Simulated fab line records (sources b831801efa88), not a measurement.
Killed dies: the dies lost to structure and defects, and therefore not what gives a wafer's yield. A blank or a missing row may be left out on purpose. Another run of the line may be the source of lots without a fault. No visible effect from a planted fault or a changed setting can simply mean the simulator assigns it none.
fab line records | flow sky130 | part 1 of 2: steps 1 to 25 of 36
[record] lots = 5 wafers = 15 last_day = 50
route steps=708 shown METAL3@563 VIA3@573 METAL4@598
lots untouched by any fault: they come from a run of this same line in which no faults occurred
start_h: hours from the record's opening day to when the first of the lot's shown wafers began | wait_h: how many hours have passed since the lot's step before this one | " unchanged from the row above | L1.1+2: a row that stands for several wafers | - no value present, or no start provided | * or withheld: withheld | < > ~ a bound
route shown NAME@n: NAME is a module with steps in the file, n the number in the route of the first one | usual: mean/standard deviation taken from wafers without a fault | same: alike in all rows | chamber/n: place in a boat | sites: each site's reading | _std_site: standard deviation of those values | _edge_site: the outer-site mean with the inner-site mean subtracted | radius_mm: for every site, how far away it sits from the centre of the wafer | mask NAME#n: copy n | behind: the most recent tool/chamber to have shaped the wafer | hold: reason for holding the lot/hours on hold/outcome of the hold | device: the n, p or np transistor that did not switch | end of line: at the end of the route, the tests of the same wafers | for a step that has no rows: nothing shown but its recipe | killed: count of dies lost to structure and defects at first sort (not the wafer's yield) | map: a wafer's dies, x killed, . not, _ none there
set.NAME: the run value of the setting; set.NAME@STEP: its run value at that earlier step | model.NAME: the simulator's own value behind a step, which no gauge read
a table for each step, a row for each wafer; lots at some steps of the route
services: when a tool's chamber went out of use (start_h, in hours from the record's first day, below 0 if earlier), for how many hours, and the reason
[[steps]]
[step SKY_METAL3_CD_MEAS_13]
[recipe] target_cd_nm = 300
[usual] cd_nm = 300.1/1.5
// columns lot.wafer tool chamber start_h wait_h cd_nm
L075.4 cd_sem-01 - 907.55 - 301.4
L075.5 " - " " 301.1
L075.6 " - " " 301.4
L078.1 cd_sem-02 - 935.12 - 299.3
L078.3 " - " " 298.8
L078.4 " - " " 298.6
L089.2 cd_sem-02 - 1025.15 - 296.1
L089.3 " - " " 297.4
L089.6 " - " " 295.7
L091.1 cd_sem-02 - 1027.74 - 302.4
L091.4 " - " " 302.1
L091.5 " - " " 302.4
L095.1 cd_sem-02 - 1044.88 - 302.2
L095.2 " - " " 300.7
L095.5 " - " " 299.9
[step SKY_METAL3_OVL_MEAS_14]
[usual] METAL3_OVL = 2/4.8
// columns lot.wafer tool chamber start_h wait_h METAL3_OVL[nm]
L075.4 overlay-02 - 907.63 0.1 -3
L075.5 " - " " 4
L075.6 " - " " 5
L078.1 overlay-01 - 935.24 0.1 4
L078.3 " - " " 10
L078.4 " - " " 12
L089.2 overlay-02 - 1025.25 0.1 0
L089.3 " - " " -1
L089.6 " - " " 0
L091.1 overlay-01 - 1027.86 0.1 5
L091.4 " - " " 9
L091.5 " - " " 3
L095.1 overlay-02 - 1045.00 0.1 -1
L095.2 " - " " -2
L095.5 " - " " -1
[step SKY_METAL3_DESCUM_15]
[recipe] chemistry = O2 source_power_w = 150 bias_power_w = 0 pressure_mtorr = 10 temp_c = 40 time_s = 8
[usual] drypump_motor_current_A = 5.6/0.54 oes_product_au = 0.993/0.011
// columns lot.wafer tool chamber start_h wait_h drypump_motor_current_A oes_product_au rf_hours_counter_h
L075.4 rie_metal-03 1 907.66 0.0 6.0 0.990 -
L075.5 " 0 " " 5.6 1.010 -
L075.6 " 1 " " 5.9 0.996 -
L078.1 rie_metal-02 1 935.28 0.0 5.7 0.986 9
L078.3 " 1 " " 5.7 0.988 -
L078.4 " 1 " " 5.7 0.984 -
L089.2 rie_metal-01 1 1025.28 0.0 5.2 1.010 3
L089.3 " 0 " " 6.4 0.996 -
L089.6 " 1 " " 5.2 0.992 -
L091.1 rie_metal-02 0 1027.90 0.0 4.8 1.004 3
L091.4 " 0 " " 4.8 1.006 -
L091.5 " 1 " " 5.7 0.971 -
L095.1 rie_metal-02 0 1045.03 0.0 4.8 1.006 5
L095.2 " 1 " " 5.7 0.987 15
L095.5 " 0 " " 4.8 1.000 -
[step SKY_METAL3_ETCH_16]
[recipe] chemistry = N2/H2 target = BARC ion_energy_ev = 200 bias_w = 100 pressure_mtorr = 30 n2_flow_sccm = 100 h2_flow_sccm = 200 icp_w = 500 stop_on = SiO2 time_s = 88.2 target_depth_a = 600
[usual] drypump_motor_current_A = 5.6/0.54 oes_product_au = 0.625/0.0044 throttle_valve_pct = 13.206/0.0097
// columns lot.wafer tool chamber start_h wait_h drypump_motor_current_A oes_product_au rf_hours_counter_h throttle_valve_pct
L075.4 rie_metal-03 1 907.71 0.0 6.0 0.628 - 13.195
L075.5 " 0 " " 5.6 0.623 - 13.197
L075.6 " 1 " " 6.0 0.631 - 13.220
L078.1 rie_metal-02 1 935.34 0.1 5.7 0.627 9 13.212
L078.3 " 1 " " 5.7 0.625 - 13.209
L078.4 " 1 " " 5.7 0.627 - 13.200
L089.2 rie_metal-01 1 1025.31 0.0 5.2 0.628 3 13.216
L089.3 " 0 " " 6.4 0.628 - 13.219
L089.6 " 1 " " 5.3 0.628 - 13.213
L091.1 rie_metal-02 0 1027.94 0.0 4.8 0.630 3 13.204
L091.4 " 0 " " 4.8 0.631 - 13.201
L091.5 " 1 " " 5.7 0.620 - 13.201
L095.1 rie_metal-02 0 1045.06 0.0 4.8 0.629 5 13.205
L095.2 " 1 " " 5.7 0.625 15 13.195
L095.5 " 0 " " 4.8 0.626 - 13.203
[step SKY_METAL3_ETCH_17]
[recipe] target = SiO2 stop_on = TiN chemistry = C4F8/O2/Ar source_w = 1500 bias_w = 1200 pressure_mtorr = 40 c4f8_flow_sccm = withheld O2_flow_sccm = 6 Ar_flow_sccm = 300 time_s = 3.9 target_depth_a = 150
[usual] oes_product_au = 0.754/0.0069
// columns lot.wafer tool chamber start_h wait_h oes_product_au rf_hours_counter_h
L075.4 rie_diel-02 1 907.78 0.0 0.764 14
L075.5 " 3 " " 0.755 -
L075.6 " 2 " " 0.759 -
L078.1 rie_diel-04 2 935.54 0.2 0.750 19
L078.3 " 1 " " 0.756 15
L078.4 " 3 " " 0.752 12
L089.2 rie_diel-01 0 1025.41 0.1 0.759 15
L089.3 " 1 " " 0.744 16
L089.6 " 3 " " 0.745 -
L091.1 rie_diel-02 2 1028.07 0.1 0.746 16
L091.4 " 0 " " 0.750 14
L091.5 " 1 " " 0.761 -
L095.1 rie_diel-04 2 1045.16 0.1 0.767 22
L095.2 " 1 " " 0.766 18
L095.5 " 2 " " 0.758 -
[step SKY_METAL3_METAL_ETCH_18]
[recipe] target_depth_a = 8450 stop_on = SiO2 over_etch_frac = 0.3 time_s = 183.1 chemistry = Cl2/BCl3 resist_sidewall_deg = 88 pressure_mtorr = 10 icp_w = 900 bias_w = 48.5 Cl2_flow_sccm = 60 bcl3_flow_sccm = 30
[usual] drypump_motor_current_A = 5.7/0.41 oes_product_au = 0.866/0.0067 throttle_valve_pct = 22.265/0.0091
// columns lot.wafer tool chamber start_h wait_h drypump_motor_current_A oes_product_au rf_hours_counter_h throttle_valve_pct
L075.4 rie_metal-01 1 907.86 0.1 5.2 0.856 - 22.263
L075.5 " 0 " " 6.4 0.861 - 22.265
L075.6 " 1 " " 5.2 0.864 - 22.264
L078.1 rie_metal-01 0 935.56 0.0 6.4 0.860 10 22.265
L078.3 " 0 " " 6.4 0.859 - 22.265
L078.4 " 0 " " 6.4 0.861 - 22.267
L089.2 rie_metal-03 1 1025.43 0.0 6.0 0.860 6 22.260
L089.3 " 1 " " 6.0 0.862 - 22.243
L089.6 " 1 " " 6.0 0.864 - 22.269
L091.1 rie_metal-01 1 1028.09 0.0 5.2 0.864 3 22.270
L091.4 " 1 " " 5.2 0.863 - 22.273
L091.5 " 0 " " 6.4 0.867 - 22.275
L095.1 rie_metal-03 1 1045.18 0.0 6.0 0.857 7 22.268
L095.2 " 0 " " 5.6 0.871 18 22.267
L095.5 " 1 " " 5.9 0.865 - 22.256
[step SKY_METAL3_STRIP_19]
[recipe] chemistry = O2/N2 power_w = 1400 pressure_mtorr = 1500 platen_temp_c = withheld o2_flow_sccm = 3000 n2_flow_sccm = 300 overash_fraction = 0.5
[usual] drypump_motor_current_A = 6.0/0.34 oes_product_au = 0.503/0.0066 strip_time_to_endpoint_s = 6.55/0.1
[same] overash_fraction = 0.5
// columns lot.wafer tool chamber start_h wait_h drypump_motor_current_A oes_product_au rf_hours_counter_h strip_time_to_endpoint_s
L075.4 plasma_asher-04 0 908.01 0.1 6.2 0.503 - 6.60
L075.5 " 0 " " 6.2 0.499 - 6.65
L075.6 " 1 " " 5.6 0.514 - 6.56
L078.1 plasma_asher-01 0 935.92 0.3 5.4 0.499 81 6.72
L078.3 " 1 " " 6.2 0.512 - 6.75
L078.4 " 0 " " 5.4 0.508 - 6.69
L089.2 plasma_asher-03 0 1025.61 0.1 6.3 0.505 54 6.44
L089.3 " 0 " " 6.3 0.497 - 6.45
L089.6 " 1 " " 5.9 0.505 - 6.43
L091.1 plasma_asher-01 1 1028.27 0.1 6.2 0.504 90 6.64
L091.4 " 1 " " 6.2 0.504 - 6.60
L091.5 " 0 " " 5.4 0.513 - 6.69
L095.1 plasma_asher-03 1 1045.36 0.1 5.9 0.499 57 6.46
L095.2 " 0 " " 6.3 0.496 57 6.50
L095.5 " 1 " " 5.9 0.496 - 6.50
[step SKY_METAL3_STRIP_20]
[recipe] chemistry = post_etch_residue_remover time_s = 1200 temp_c = 72.5
// columns lot.wafer tool chamber start_h wait_h
L075.4+5+6 wet_bench-03 1 908.07 0.0
L078.1+3+4 wet_bench-01 1 936.02 0.1
L089.2+3+6 wet_bench-01 2 1025.71 0.1
L091.1+4+5 wet_bench-03 3 1028.37 0.1
L095.1+2+5 wet_bench-03 0 1045.46 0.1
[step SKY_METAL3_CLEAN_21]
[recipe] chemistry = IPA time_s = 180 temp_c = 25
// columns lot.wafer tool chamber start_h wait_h
L075.4+5+6 wet_bench-02 0 908.42 0.0
L078.1+3+4 wet_bench-01 3 936.36 0.0
L089.2+3+6 wet_bench-03 3 1026.08 0.0
L091.1+4+5 wet_bench-03 1 1028.71 0.0
L095.1+2+5 wet_bench-03 1 1045.83 0.0
[step SKY_METAL3_CLEAN_22]
[recipe] chemistry = O3/DIW dry = n2_spin
// columns lot.wafer tool chamber start_h wait_h
L075.4+5+6 wet_bench-01 2 908.47 0.0
L078.1+3+4 wet_bench-03 0 936.42 0.0
L089.2+3+6 wet_bench-01 0 1026.14 0.0
L091.1+4+5 wet_bench-03 0 1028.77 0.0
L095.1+2+5 wet_bench-03 2 1045.89 0.0
[step SKY_VIA3_HDPCVD_00]
[recipe] material = SiO2 target_thk_nm = 1635 sigma_open_frac = 0.3 time_s = 272.5 temp_c = 400 sih4_flow_sccm = 60 pressure_mtorr = 6
// columns lot.wafer tool chamber start_h wait_h
L075.4+5+6 hdpcvd-02 1,2,0 908.65 0.1
L078.1+3+4 hdpcvd-02 1,0,2 936.51 0.0
L089.2+3+6 hdpcvd-01 2,0,1 1026.23 0.0
L091.1+4+5 hdpcvd-01 1,1,0 1028.86 0.0
L095.1+2+5 hdpcvd-02 2,0,0 1045.99 0.0
[step SKY_VIA3_THK_MEAS_01]
[recipe] reads = SiO2_of_VIA3_HDPCVD_00
[usual] VIA3_HDPCVD_THK = 1627/22
// columns lot.wafer tool chamber start_h wait_h VIA3_HDPCVD_THK[nm]
L075.4 film_metro-03 - 908.76 0.0 1654
L075.5 " - " " 1638
L075.6 " - " " 1648
L078.1 film_metro-01 - 936.68 0.1 1603
L078.3 " - " " 1619
L078.4 " - " " 1605
L089.2 film_metro-02 - 1026.41 0.1 1619
L089.3 " - " " 1632
L089.6 " - " " 1603
L091.1 film_metro-03 - 1029.03 0.1 1617
L091.4 " - " " 1618
L091.5 " - " " 1655
L095.1 film_metro-01 - 1046.16 0.1 1632
L095.2 " - " " 1643
L095.5 " - " " 1640
[step SKY_VIA3_CMP_02]
[recipe] material = SiO2 down_force_psi = 4 platen_rpm = 60 pad_velocity_m_s = 0.94248
[usual] motor_current_A = 11.0/1.1
// columns lot.wafer tool chamber start_h wait_h motor_current_A
L075.4 cmp-01 0 908.97 0.2 10.4
L075.5 " 2 " " 10.9
L075.6 " 3 " " 9.9
L078.1 cmp-01 2 936.74 0.1 10.9
L078.4 " 3 " " 9.5
L078.3 " 0 " " 10.4
L089.2 cmp-02 1 1026.51 0.1 12.4
L089.3 " 2 " " 12.2
L089.6 " 0 " " 11.0
L091.4 cmp-02 1 1029.09 0.0 12.1
L091.1 " 2 " " 11.7
L091.5 " 2 " " 11.8
L095.2 cmp-02 3 1046.26 0.1 11.0
L095.1 " 2 " " 11.6
L095.5 " 3 " " 10.1
[step SKY_VIA3_BOW_MEAS_03]
[recipe] mode = bow
[usual] VIA3_BOW = 81/7.6
// columns lot.wafer tool chamber start_h wait_h VIA3_BOW[um]
L075.4 film_metro-01 - 909.23 0.2 86
L075.5 " - " " 69
L075.6 " - " " 89
L078.1 film_metro-02 - 937.04 0.2 91
L078.3 " - " " 86
L078.4 " - " " 98
L089.2 film_metro-03 - 1026.78 0.2 87
L089.3 " - " " 71
L089.6 " - " " 74
L091.1 film_metro-01 - 1029.39 0.2 70
L091.4 " - " " 75
L091.5 " - " " 78
L095.1 film_metro-02 - 1046.56 0.1 78
L095.2 " - " " 79
L095.5 " - " " 73
[step SKY_VIA3_DEHYDRATE_04]
[recipe] temp_c = 200 time_s = 60
[usual] exhaust_pa = 45.2/1 plate_temp_C = 199.99/0.18
// columns lot.wafer tool chamber start_h wait_h exhaust_pa plate_temp_C
L075.4 litho_track-03 0 920.70 11.4 45.3 199.67
L075.5 " 0 " " 45.1 199.84
L075.6 " 0 " " 45.3 199.58
L078.1 litho_track-01 0 947.94 10.9 43.1 200.30
L078.3 " 0 " " 42.8 200.18
L078.4 " 0 " " 43.5 200.24
L089.2 litho_track-01 0 1037.51 10.7 43.1 200.38
L089.3 " 0 " " 44.5 200.21
L089.6 " 0 " " 45.2 199.96
L091.1 litho_track-01 0 1039.74 10.3 45.2 200.06
L091.4 " 0 " " 46.0 200.18
L091.5 " 0 " " 44.4 200.23
L095.1 litho_track-03 0 1057.38 10.8 46.5 199.93
L095.2 " 0 " " 45.7 199.96
L095.5 " 0 " " 45.6 199.75
[step SKY_VIA3_HMDS_05]
[recipe] prime_time_s = 60 prime_temp_c = 120
[usual] exhaust_pa = 45.0/0.93
// columns lot.wafer tool chamber start_h wait_h exhaust_pa
L075.4 litho_track-03 0 920.85 0.1 43.4
L075.5 " 0 " " 44.3
L075.6 " 0 " " 44.7
L078.1 litho_track-01 0 948.09 0.1 44.0
L078.3 " 0 " " 43.7
L078.4 " 0 " " 45.7
L089.2 litho_track-01 0 1037.66 0.1 46.2
L089.3 " 0 " " 46.3
L089.6 " 0 " " 44.8
L091.1 litho_track-01 0 1039.89 0.1 46.3
L091.4 " 0 " " 44.6
L091.5 " 0 " " 45.2
L095.1 litho_track-03 0 1057.53 0.1 44.7
L095.2 " 0 " " 45.4
L095.5 " 0 " " 44.7
[step SKY_VIA3_COAT_06]
[recipe] resist = BARC temp_c = withheld time_s = withheld spin_rpm = 3000 resist_thk_nm = 60
[usual] exhaust_pa = 45.0/0.95
// columns lot.wafer tool chamber start_h wait_h exhaust_pa
L075.4 litho_track-03 0 921.00 0.1 43.9
L075.5 " 0 " " 44.1
L075.6 " 0 " " 44.1
L078.1 litho_track-01 0 948.24 0.1 44.2
L078.3 " 0 " " 44.4
L078.4 " 0 " " 45.9
L089.2 litho_track-01 0 1037.81 0.1 44.6
L089.3 " 0 " " 44.7
L089.6 " 0 " " 43.0
L091.1 litho_track-01 0 1040.04 0.1 45.4
L091.4 " 0 " " 43.5
L091.5 " 0 " " 45.0
L095.1 litho_track-03 0 1057.68 0.1 45.3
L095.2 " 0 " " 44.4
L095.5 " 0 " " 45.2
[step SKY_VIA3_COAT_07]
[recipe] resist = KrF-thick spin_rpm = 3000 resist_thk_nm = 450
[usual] exhaust_pa = 45.1/1
// columns lot.wafer tool chamber start_h wait_h exhaust_pa
L075.4 litho_track-03 0 - - 44.4
L075.5 " 0 " " 44.7
L075.6 " 0 " " 44.7
L078.1 litho_track-01 0 - - 45.4
L078.3 " 0 " " 45.8
L078.4 " 0 " " 45.8
L089.2 litho_track-01 0 - - 45.4
L089.3 " 0 " " 44.9
L089.6 " 0 " " 46.4
L091.1 litho_track-01 0 - - 44.7
L091.4 " 0 " " 46.2
L091.5 " 0 " " 46.2
L095.1 litho_track-03 0 - - 44.2
L095.2 " 0 " " 45.3
L095.5 " 0 " " 43.8
[step SKY_VIA3_SOFTBAKE_08]
[recipe] temp_c = 100 time_s = 90 resist = KrF-thick
[usual] exhaust_pa = 45.3/1 plate_temp_C = 99.96/0.12
// columns lot.wafer tool chamber start_h wait_h exhaust_pa plate_temp_C
L075.4 litho_track-03 0 - - 45.4 100.00
L075.5 " 0 " " 45.0 100.02
L075.6 " 0 " " 45.1 99.94
L078.1 litho_track-01 0 - - 42.9 100.03
L078.3 " 0 " " 42.9 100.08
L078.4 " 0 " " 43.7 100.07
L089.2 litho_track-01 0 - - 46.2 99.75
L089.3 " 0 " " 45.1 99.72
L089.6 " 0 " " 44.6 100.03
L091.1 litho_track-01 0 - - 46.6 100.07
L091.4 " 0 " " 45.9 99.89
L091.5 " 0 " " 43.7 100.21
L095.1 litho_track-03 0 - - 46.4 99.99
L095.2 " 0 " " 46.9 100.15
L095.5 " 0 " " 46.6 99.95
[step SKY_VIA3_EXPOSE_09]
[recipe] mask_id = VIM3 na = 0.8 source_shape = annular sigma_inner = 0.55 sigma_outer = 0.85 target_cd_nm = 200 dose_mj = 38
// columns lot.wafer tool chamber start_h wait_h mask
L075.4+5+6 krf_scanner-02 0 - - VIM3#0
L078.1+3+4 krf_scanner-02 0 - - VIM3#0
L089.2+3+6 krf_scanner-01 0 - - VIM3#0
L091.1+4+5 krf_scanner-02 0 - - VIM3#0
L095.1+2+5 krf_scanner-01 0 - - VIM3#0
[step SKY_VIA3_PEB_10]
[recipe] peb_temp_c = withheld peb_time_s = withheld resist = KrF-thick
[usual] exhaust_pa = 44.9/0.98
// columns lot.wafer tool chamber start_h wait_h exhaust_pa
L075.4 litho_track-04 0 - - 45.4
L075.5 " 0 " " 44.9
L075.6 " 0 " " 44.9
L078.1 litho_track-04 0 - - 46.1
L078.3 " 0 " " 45.8
L078.4 " 0 " " 46.0
L089.2 litho_track-01 0 - - 46.6
L089.3 " 0 " " 45.9
L089.6 " 0 " " 45.1
L091.1 litho_track-01 0 - - 45.5
L091.4 " 0 " " 44.6
L091.5 " 0 " " 45.4
L095.1 litho_track-03 0 - - 43.9
L095.2 " 0 " " 44.5
L095.5 " 0 " " 44.4
[step SKY_VIA3_DEVELOP_11]
[recipe] develop_time_s = 60 resist = KrF-thick dev_temp_c = 21
[usual] exhaust_pa = 44.9/0.79
[same] develop_time_s = 60
// columns lot.wafer tool chamber start_h wait_h exhaust_pa
L075.4 litho_track-04 0 - - 44.8
L075.5 " 0 " " 45.0
L075.6 " 0 " " 43.1
L078.1 litho_track-04 0 - - 44.8
L078.3 " 0 " " 45.3
L078.4 " 0 " " 44.9
L089.2 litho_track-01 0 - - 42.9
L089.3 " 0 " " 43.4
L089.6 " 0 " " 43.4
L091.1 litho_track-01 0 - - 44.2
L091.4 " 0 " " 44.8
L091.5 " 0 " " 43.7
L095.1 litho_track-03 0 - - 44.9
L095.2 " 0 " " 45.5
L095.5 " 0 " " 44.7
[step SKY_VIA3_CD_MEAS_12]
[recipe] target_cd_nm = 200
[usual] cd_nm = 199.8/1.3
// columns lot.wafer tool chamber start_h wait_h cd_nm
L075.4 cd_sem-01 - 934.10 - 200.9
L075.5 " - " " 200.9
L075.6 " - " " 202.0
L078.1 cd_sem-02 - 961.35 - 199.9
L078.3 " - " " 198.3
L078.4 " - " " 199.8
L089.2 cd_sem-01 - 1049.46 - 199.7
L089.3 " - " " 200.1
L089.6 " - " " 200.4
L091.1 cd_sem-02 - 1051.59 - 199.8
L091.4 " - " " 201.2
L091.5 " - " " 201.2
L095.1 cd_sem-02 - 1068.28 - 200.8
L095.2 " - " " 200.1
L095.5 " - " " 199.8
[step SKY_VIA3_OVL_MEAS_13]
[usual] VIA3_OVL = -1/7.9
// columns lot.wafer tool chamber start_h wait_h VIA3_OVL[nm]
L075.4 overlay-01 - 934.18 0.1 -7
L075.5 " - " " 2
L075.6 " - " " -8
L078.1 overlay-01 - 961.47 0.1 -5
L078.3 " - " " 2
L078.4 " - " " 6
L089.2 overlay-01 - 1049.57 0.1 -6
L089.3 " - " " -8
L089.6 " - " " -6
L091.1 overlay-02 - 1051.71 0.1 1
L091.4 " - " " -10
L091.5 " - " " 4
L095.1 overlay-02 - 1068.40 0.1 3
L095.2 " - " " -2
L095.5 " - " " 4
[step SKY_VIA3_ETCH_14]
[recipe] chemistry = N2/H2 target = BARC ion_energy_ev = 200 source_w = 500 bias_w = 100 pressure_mtorr = 30 n2_flow_sccm = 100 h2_flow_sccm = 200 stop_on = SiO2 time_s = 47.72 target_depth_a = 600
[usual] drypump_motor_current_A = 5.6/0.42 oes_product_au = 0.848/0.0049 throttle_valve_pct = 13.222/0.0098
// columns lot.wafer tool chamber start_h wait_h drypump_motor_current_A oes_product_au rf_hours_counter_h throttle_valve_pct
L075.4 rie_diel-03 3 934.20 0.0 5.4 0.845 16 13.203
L075.5 " 1 " " 5.4 0.846 - 13.218
L075.6 " 0 " " 5.9 0.849 - 13.225
L078.1 rie_diel-02 1 961.50 0.0 5.4 0.849 16 13.218
L078.3 " 2 " " 6.3 0.854 13 13.219
L078.4 " 3 " " 6.0 0.846 18 13.205
L089.2 rie_diel-04 1 1049.60 0.0 5.7 0.844 18 13.224
L089.3 " 3 " " 5.0 0.841 16 13.226
L089.6 " 2 " " 5.3 0.847 - 13.213
L091.1 rie_diel-03 2 1051.75 0.0 5.1 0.858 1 13.231
L091.4 " 0 " " 5.9 0.849 - 13.212
L091.5 " 2 " " 5.1 0.856 - 13.224
L095.1 rie_diel-03 0 1068.43 0.0 5.9 0.848 6 13.220
L095.2 " 2 " " 5.1 0.845 2 13.225
L095.5 " 0 " " 5.9 0.849 - 13.231
